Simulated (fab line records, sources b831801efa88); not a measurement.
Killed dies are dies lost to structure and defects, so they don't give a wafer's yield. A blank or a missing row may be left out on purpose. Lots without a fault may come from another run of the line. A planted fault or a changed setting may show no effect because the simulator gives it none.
Chamber matching | flow gf180mcu | GF_PASSIVATION_ETCH_11 on rie_diel-01: 4 sister chambers
The step etches the open film in CF4/O2, stops on TiN, target depth 1800 nm, time 400 s. 14 wafers are shown with their chamber, then 7 later ones without.

WAFERS WITH THEIR CHAMBER
wafer  | chamber | drypump_motor_current_A (A) | oes_product_au (a.u.) | throttle_valve_pct (%)
L611.4 | 2       | 5.9                         | 0.960                 | 5.969
L611.5 | 0       | 5.7                         | 0.956                 | 5.957
L611.6 | 1       | 6.4                         | 0.965                 | 5.969
L614.2 | 2       | 5.9                         | 0.959                 | 5.960
L614.3 | 0       | 5.6                         | 0.961                 | 5.968
L614.6 | 0       | 5.7                         | 0.980                 | 5.960
L615.2 | 0       | 5.7                         | 0.971                 | 5.961
L615.3 | 1       | 6.4                         | 0.966                 | 5.947
L615.5 | 3       | 6.0                         | 0.971                 | 5.950
L630.1 | 1       | 6.5                         | 0.958                 | 5.970
L630.2 | 0       | 5.6                         | 0.957                 | 5.943
L630.4 | 3       | 5.9                         | 0.965                 | 5.976
L631.2 | 2       | 6.0                         | 0.958                 | 5.956
L631.4 | 1       | 6.4                         | 0.960                 | 5.959

SIGNATURES (means of the wafers above)
reading                 | chamber 0 | chamber 1 | chamber 2 | chamber 3 | scatter within a chamber
drypump_motor_current_A | 5.660     | 6.425     | 5.933     | 5.950     | 0.0558
oes_product_au          | 0.96500   | 0.96225   | 0.95900   | 0.96800   | 0.00698
throttle_valve_pct      | 5.95780   | 5.96125   | 5.96167   | 5.96300   | 0.0105
Rule: a wafer's distance from a chamber is the root of the sum, over the readings, of the square of ((its reading less the chamber's mean) divided by the reading's scatter). The wafer belongs to the nearest chamber; if the next one is less than 2 further off, it can't be placed. The scatter: the root of (the sum of the squares of (reading less its chamber's mean) over the shown wafers, divided by (wafers less chambers)).

WAFERS WITHOUT THEIR CHAMBER
wafer  | drypump_motor_current_A (A) | oes_product_au (a.u.) | throttle_valve_pct (%)
L631.6 | 6.4                         | 0.967                 | 5.961
L632.1 | 5.7                         | 0.947                 | 5.953
L632.3 | 6.4                         | 0.963                 | 5.953
L632.4 | 5.9                         | 0.968                 | 5.966
L633.3 | 5.9                         | 0.953                 | 5.952
L633.4 | 5.7                         | 0.954                 | 5.955
L633.6 | 5.9                         | 0.959                 | 5.963

WHICH CHAMBER EACH WENT THROUGH
wafer  | from the rows above     | in truth
L631.6 | 1                       | 1
L632.1 | can't be placed: 0 or 2 | 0
L632.3 | 1                       | 1
L632.4 | can't be placed: 3 or 2 | 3
L633.3 | can't be placed: 2 or 3 | 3
L633.4 | 0                       | 0
L633.6 | can't be placed: 2 or 3 | 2
Placed correctly: 3 of 7. Can't be placed from these rows: 4 (the true chamber is among the candidates in 4). Placed wrongly: 0.
